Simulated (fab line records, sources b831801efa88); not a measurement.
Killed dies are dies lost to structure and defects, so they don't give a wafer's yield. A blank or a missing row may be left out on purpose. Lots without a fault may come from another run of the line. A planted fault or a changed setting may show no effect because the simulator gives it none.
fab line records | flow sky130
record lots=13 wafers=39 last_day=49
route steps=708 shown SD_P@329 PAD_OPEN@708
lots that met no fault: from a run of the same line without faults
start_h: hours from the record's first day to the start of the lot's first wafer shown | wait_h: hours since the lot's step before | " the same as in the row above | L1.1+2: a row that stands for several wafers | - no value, or no start given | * or withheld: withheld | < > ~ a bound
route shown NAME@n: a module of which the file shows steps, and the number in the route of the first | usual: mean/standard deviation of fault-free wafers | same: alike in all rows | chamber/n: place in a boat | sites: the reading at each site | _std_site: their standard deviation | _edge_site: outer sites' mean less inner sites' | radius_mm: how far each site lies from the wafer's centre | mask NAME#n: copy n | behind: the tool/chamber that last shaped the wafer | hold: why the lot was held/for how many hours/how that ended | device: the transistor (n, p or np) that didn't switch | end of line: the same wafers' tests at the end of the route | a step without rows: its recipe alone | killed: dies lost to structure and defects at the first sort, not the wafer's yield | map: a wafer's dies, x killed, . not, _ none there
set.NAME: the setting as run; set.NAME@STEP: as run at that earlier step | model.NAME: the simulator's own value behind a step, which no gauge read
steps of the route over a sample of lots; a table a step, a row a wafer
services: from which hour (start_h, from the record's first day; less than 0 if before it) a tool's chamber was out of use, for how many hours, and why
## steps
# step SKY_SD_P_IMPLANT_09
# recipe species=BF2 energy_kev=20 dose_cm2=3e+15 tilt_deg=0
# usual beam_energy_keV=19.999/0.0058 end_station_pressure_torr=1.4e-05/9e-07
# columns lot.wafer tool chamber start_h wait_h beam_energy_keV end_station_pressure_torr
L634.4 implanter-04 0 572.26 0.1 20.002 1.42e-05
L634.5 " 0 " " 20.001 1.37e-05
L634.6 " 0 " " 20.003 1.46e-05
L635.3 implanter-04 0 581.69 0.1 19.983 1.47e-05
L635.4 " 0 " " 19.995 1.41e-05
L635.5 " 0 " " 19.984 1.49e-05
L636.3 implanter-02 0 596.38 0.1 20.005 1.49e-05
L636.5 " 0 " " 19.998 1.48e-05
L636.6 " 0 " " 19.997 1.47e-05
L637.3 implanter-02 0 603.96 0.1 19.998 1.49e-05
L637.4 " 0 " " 19.993 1.4e-05
L637.6 " 0 " " 19.998 1.42e-05
L638.2 implanter-03 0 614.30 0.0 19.992 1.34e-05
L638.4 " 0 " " 19.997 1.33e-05
L638.6 " 0 " " 19.999 1.42e-05
L639.1 implanter-02 0 619.24 0.0 19.995 1.4e-05
L639.5 " 0 " " 19.999 1.46e-05
L639.6 " 0 " " 19.996 1.43e-05
L640.1 implanter-04 0 635.03 0.0 20.004 1.16e-05
L640.4 " 0 " " 19.997 1.55e-05
L640.6 " 0 " " 20.000 1.43e-05
L641.4 implanter-02 0 639.35 0.1 19.988 1.53e-05
L641.5 " 0 " " 20.009 1.43e-05
L641.6 " 0 " " 19.998 1.5e-05
L642.3 implanter-03 0 652.86 0.1 20.003 1.31e-05
L642.4 " 0 " " 19.994 1.24e-05
L642.6 " 0 " " 19.998 1.41e-05
L648.2 implanter-02 0 705.50 0.0 14.596 1.52e-05
L648.3 " 0 " " 14.605 1.41e-05
L648.5 " 0 " " 14.606 1.26e-05
L649.1 implanter-02 0 714.03 0.0 14.587 1.33e-05
L649.5 " 0 " " 14.604 1.5e-05
L649.6 " 0 " " 14.593 1.4e-05
L651.1 implanter-02 0 730.81 0.0 14.593 1.5e-05
L651.4 " 0 " " 14.595 1.49e-05
L651.6 " 0 " " 14.599 1.51e-05
L656.2 implanter-03 0 764.36 0.0 20.003 1.3e-05
L656.4 " 0 " " 20.007 1.27e-05
L656.6 " 0 " " 20.008 1.31e-05
# step SKY_SD_P_STRIP_10
# recipe chemistry=O2/N2 power_w=1400 pressure_mtorr=1500 platen_temp_c=withheld o2_flow_sccm=3000 n2_flow_sccm=300 overash_fraction=0.5
# usual chamber_pressure_mTorr=1499.9/1.4 drypump_motor_current_A=6.1/0.61 oes_product_au=0.618/0.0042 strip_time_to_endpoint_s=17.48/0.038
# columns lot.wafer tool chamber start_h wait_h chamber_pressure_mTorr drypump_motor_current_A oes_product_au rf_hours_counter_h strip_time_to_endpoint_s
L634.4 plasma_asher-02 1 572.37 0.1 1500.0 6.0 0.619 - 17.51
L634.5 " 1 " " 1499.5 6.0 0.613 - 17.47
L634.6 " 0 " " 1500.1 5.2 0.620 - 17.47
L635.3 plasma_asher-03 1 581.82 0.1 1502.3 6.7 0.615 - 17.48
L635.4 " 0 " " 1501.4 6.7 0.617 - 17.49
L635.5 " 1 " " 1498.3 6.7 0.615 - 17.54
L636.3 plasma_asher-02 1 596.51 0.1 1501.9 6.0 0.619 - 17.52
L636.5 " 1 " " 1498.8 6.0 0.616 - 17.51
L636.6 " 0 " " 1499.1 5.1 0.619 - 17.52
L637.3 plasma_asher-04 0 604.10 0.1 1500.8 6.1 0.618 - 17.46
L637.4 " 1 " " 1501.8 5.4 0.622 - 17.41
L637.6 " 1 " " 1499.2 5.4 0.619 - 17.44
L638.2 plasma_asher-02 1 614.43 0.1 1498.4 6.0 0.611 18 17.45
L638.4 " 0 " " 1498.6 5.2 0.610 - 17.49
L638.6 " 1 " " 1499.7 6.0 0.616 - 17.48
L639.1 plasma_asher-03 1 619.39 0.1 1501.5 6.7 0.615 49 17.48
L639.5 " 0 " " 1498.7 6.8 0.620 - 17.53
L639.6 " 1 " " 1499.4 6.7 0.620 - 17.46
L640.1 plasma_asher-02 1 635.18 0.1 1500.9 6.0 0.617 20 17.45
L640.4 " 1 " " 1498.6 6.0 0.615 - 17.47
L640.6 " 1 " " 1501.7 6.0 0.619 - 17.44
L641.4 plasma_asher-03 0 639.46 0.1 1500.7 6.7 0.616 - 17.46
L641.5 " 0 " " 1500.3 6.7 0.623 - 17.49
L641.6 " 1 " " 1499.4 6.7 0.616 - 17.51
L642.3 plasma_asher-04 0 653.00 0.1 1500.6 6.1 0.615 - 17.43
L642.4 " 1 " " 1500.1 5.4 0.617 - 17.48
L642.6 " 0 " " 1500.6 6.1 0.616 - 17.40
L648.2 plasma_asher-03 1 705.63 0.1 1500.9 6.7 0.639 55 16.63
L648.3 " 1 " " 1500.9 6.7 0.638 - 16.64
L648.5 " 1 " " 1501.0 6.7 0.630 - 16.67
L649.1 plasma_asher-04 1 714.18 0.1 1499.5 5.4 0.627 102 16.64
L649.5 " 1 " " 1499.0 5.4 0.634 - 16.62
L649.6 " 0 " " 1500.0 6.1 0.644 - 16.63
L651.1 plasma_asher-02 0 730.96 0.1 1501.3 5.2 0.635 29 16.68
L651.4 " 0 " " 1500.3 5.2 0.636 - 16.69
L651.6 " 0 " " 1501.0 5.2 0.641 - 16.69
L656.2 plasma_asher-03 0 764.49 0.1 1499.6 6.7 0.616 62 17.48
L656.4 " 1 " " 1501.2 6.8 0.626 - 17.51
L656.6 " 1 " " 1497.7 6.7 0.627 - 17.45
# step SKY_SD_P_TW_MEAS_11
# usual SD_P_TW=2799/19
# columns lot.wafer tool chamber start_h wait_h SD_P_TW
L634.4 film_metro-01 - 572.47 0.1 2816
L634.5 " - " " 2786
L634.6 " - " " 2792
L635.3 film_metro-01 - 581.91 0.1 2824
L635.4 " - " " 2829
L635.5 " - " " 2808
L636.3 film_metro-01 - 596.60 0.1 2809
L636.5 " - " " 2819
L636.6 " - " " 2801
L637.3 film_metro-03 - 604.18 0.1 2818
L637.4 " - " " 2816
L637.6 " - " " 2817
L638.2 film_metro-02 - 614.54 0.1 2782
L638.4 " - " " 2775
L638.6 " - " " 2785
L639.1 film_metro-02 - 619.49 0.1 2767
L639.5 " - " " 2796
L639.6 " - " " 2770
L640.1 film_metro-03 - 635.28 0.1 2796
L640.4 " - " " 2806
L640.6 " - " " 2791
L641.4 film_metro-02 - 639.56 0.1 2768
L641.5 " - " " 2782
L641.6 " - " " 2780
L642.3 film_metro-01 - 653.08 0.1 2786
L642.4 " - " " 2807
L642.6 " - " " 2810
L648.2 film_metro-02 - 705.74 0.1 2544
L648.3 " - " " 2543
L648.5 " - " " 2536
L649.1 film_metro-02 - 714.28 0.1 2550
L649.5 " - " " 2554
L649.6 " - " " 2543
L651.1 film_metro-01 - 731.06 0.1 2560
L651.4 " - " " 2575
L651.6 " - " " 2545
L656.2 film_metro-03 - 764.60 0.1 2826
L656.4 " - " " 2828
L656.6 " - " " 2815
# step SKY_SD_N_RS_MEAS_17
# recipe thk_meas_gauge=four-point-probe
# usual SD_P_RS=147.1/0.4
# columns lot.wafer tool chamber start_h wait_h SD_P_RS[ohm/sq]
L634.4 film_metro-02 - 631.58 0.1 147.1
L634.5 " - " " 147.4
L634.6 " - " " 147.2
L635.3 film_metro-03 - 640.46 0.1 146.9
L635.4 " - " " 147.1
L635.5 " - " " 147.1
L636.3 film_metro-02 - 654.82 0.1 146.4
L636.5 " - " " 147.0
L636.6 " - " " 147.0
L637.3 film_metro-02 - 661.71 0.1 147.5
L637.4 " - " " 147.7
L637.6 " - " " 147.3
L638.2 film_metro-01 - 671.13 0.1 146.6
L638.4 " - " " 146.9
L638.6 " - " " 146.9
L639.1 film_metro-02 - 677.46 0.1 147.8
L639.5 " - " " 147.5
L639.6 " - " " 147.6
L640.1 film_metro-01 - 692.68 0.1 147.6
L640.4 " - " " 147.0
L640.6 " - " " 147.2
L641.4 film_metro-01 - 697.15 0.1 146.2
L641.5 " - " " 146.2
L641.6 " - " " 146.5
L642.3 film_metro-03 - 710.26 0.1 147.0
L642.4 " - " " 147.2
L642.6 " - " " 146.7
L648.2 film_metro-01 - 760.88 0.1 169.0
L648.3 " - " " 167.9
L648.5 " - " " 168.3
L649.1 film_metro-02 - 769.62 0.1 168.2
L649.5 " - " " 168.4
L649.6 " - " " 168.7
L651.1 film_metro-02 - 787.16 0.1 169.1
L651.4 " - " " 168.8
L651.6 " - " " 169.2
L656.2 film_metro-02 - 818.45 0.1 147.4
L656.4 " - " " 147.5
L656.6 " - " " 146.6
# step SKY_PAD_OPEN_PROBE_99
# usual killed_at_M0_to_M3=44/7.2 killed_at_M4_up=3.1/1.8 killed_at_contacts=24/4.5 killed_at_front_end=16/4.4 killed_at_other=0.2/0.42 killed_dies=87/8.9 killed_open=48/6.4 killed_short=39/6.2
# same gross_dies=492 killed_at_back_side=0
# columns lot.wafer tool chamber start_h wait_h killed_at_M0_to_M3 killed_at_M4_up killed_at_contacts killed_at_front_end killed_at_other killed_dies killed_open killed_short
L641.4 prober-02 - 1103.00 0.2 43 1 21 23 0 88 45 43
L641.5 prober-02 - 1103.05 0.2 45 2 22 15 0 84 55 29
L641.6 prober-02 - 1103.10 0.2 38 2 33 17 0 90 46 44
L651.1 prober-02 - 1163.53 0.1 30 5 17 14 0 66 41 25
L651.4 prober-02 - 1163.68 0.2 43 1 19 8 0 71 39 32
L651.6 prober-02 - 1163.78 0.2 39 4 26 14 0 83 47 36
# killed by level:class
L641.4 VIA1:geometric_particle:open=13 METAL1:geometric_particle:short=7 LI_CONTACT:geometric_particle:open=7 POLY_GATE:geometric_particle:short=6 FIELD_ISO:geometric_particle:open=5 FIELD_ISO:geometric_particle:short=5 CONTACT:geometric_particle:open=5 LOCAL_INTERCONNECT:geometric_particle:short=4
L641.5 VIA1:geometric_particle:open=14 VIA2:geometric_particle:open=9 LI_CONTACT:geometric_particle:open=8 CONTACT:geometric_particle:open=6 FIELD_ISO:geometric_particle:open=5 METAL1:geometric_particle:short=5 POLY_GATE:geometric_particle:open=4 CONTACT:geometric_particle:short=4
L641.6 CONTACT:geometric_particle:open=12 VIA1:geometric_particle:open=11 VIA3:geometric_particle:open=9 CONTACT:geometric_particle:short=8 POLY_GATE:geometric_particle:short=7 LOCAL_INTERCONNECT:geometric_particle:short=7 FIELD_ISO:geometric_particle:short=5 VIA3:geometric_particle:short=5
L651.1 VIA1:geometric_particle:open=8 VIA3:geometric_particle:open=7 LI_CONTACT:geometric_particle:open=6 CONTACT:geometric_particle:open=6 METAL4:geometric_particle:short=5 FIELD_ISO:geometric_particle:open=4 VIA1:geometric_particle:short=4 FIELD_ISO:geometric_particle:short=3
L651.4 VIA1:geometric_particle:open=11 CONTACT:geometric_particle:open=9 METAL2:geometric_particle:short=7 VIA3:geometric_particle:open=6 CONTACT:geometric_particle:short=5 METAL1:geometric_particle:short=5 VIA2:geometric_particle:open=5 FIELD_ISO:geometric_particle:open=4
L651.6 CONTACT:geometric_particle:open=11 LI_CONTACT:geometric_particle:open=8 METAL3:geometric_particle:short=7 VIA1:geometric_particle:short=6 FIELD_ISO:geometric_particle:open=5 VIA2:geometric_particle:short=5 POLY_GATE:geometric_particle:short=4 POLY_GATE:geometric_particle:open=4
## services
# columns tool chamber start_h hours kind
implanter-04 - 564.65 0.5 repair
implanter-02 - 566.96 3.0 repair
implanter-04 - 588.23 1.9 repair
implanter-02 - 588.60 2.0 repair
plasma_asher-03 - 595.22 1.7 repair
plasma_asher-04 - 601.69 2.1 repair
implanter-03 - 620.41 1.8 repair
plasma_asher-04 - 637.37 14.6 pm
plasma_asher-03 - 649.19 14.6 pm
implanter-02 - 658.16 3.7 repair
plasma_asher-02 - 665.06 1.4 repair
implanter-02 - 672.90 5.0 repair
plasma_asher-03 - 673.57 10.2 repair
plasma_asher-02 - 678.59 1.4 repair
implanter-03 - 684.09 5.5 repair
plasma_asher-03 - 700.09 2.9 repair
implanter-02 - 700.74 3.8 repair
plasma_asher-02 - 702.46 14.3 repair
plasma_asher-02 - 707.62 1.4 repair
implanter-04 - 707.96 1.5 repair
implanter-04 - 717.01 14.6 repair
plasma_asher-04 - 733.75 9.0 pm
plasma_asher-04 0 733.75 9.0 vent_cycle
plasma_asher-04 1 733.75 9.0 vent_cycle
## key
first_sign step=SKY_SD_P_IMPLANT_09 reading=beam_energy_keV direction=down sigmas=99+ usual=* struck=*
effect step=SKY_SD_P_STRIP_10 reading=strip_time_to_endpoint_s direction=down sigmas=22 usual=* struck=*
effect step=SKY_SD_P_TW_MEAS_11 reading=SD_P_TW direction=down sigmas=13 usual=2799 struck=2550
effect step=SKY_SD_N_RS_MEAS_17 reading=SD_P_RS direction=up sigmas=53 usual=147.1 struck=168.6
met_at SKY_SD_P_IMPLANT_09
struck_lots L648,L649,L651
tester_left_out L648,L649,L651
onset_between 639.35 705.50
fault kind=process_parameter_drift tool=implanter-02 chamber=- onset_h=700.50 steps=SKY_SD_P_IMPLANT_09 channel=energy_kev offset=* shape=step end_h=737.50 acts_in=* stated=*
# tester_left_out: of these lots the tester's yield and bins aren't shown, on N5 and GAA mostly nor the transistor test; their killed dies are dies lost to structure and defects alone, not to doping, threshold or leakage, so they don't give the yield
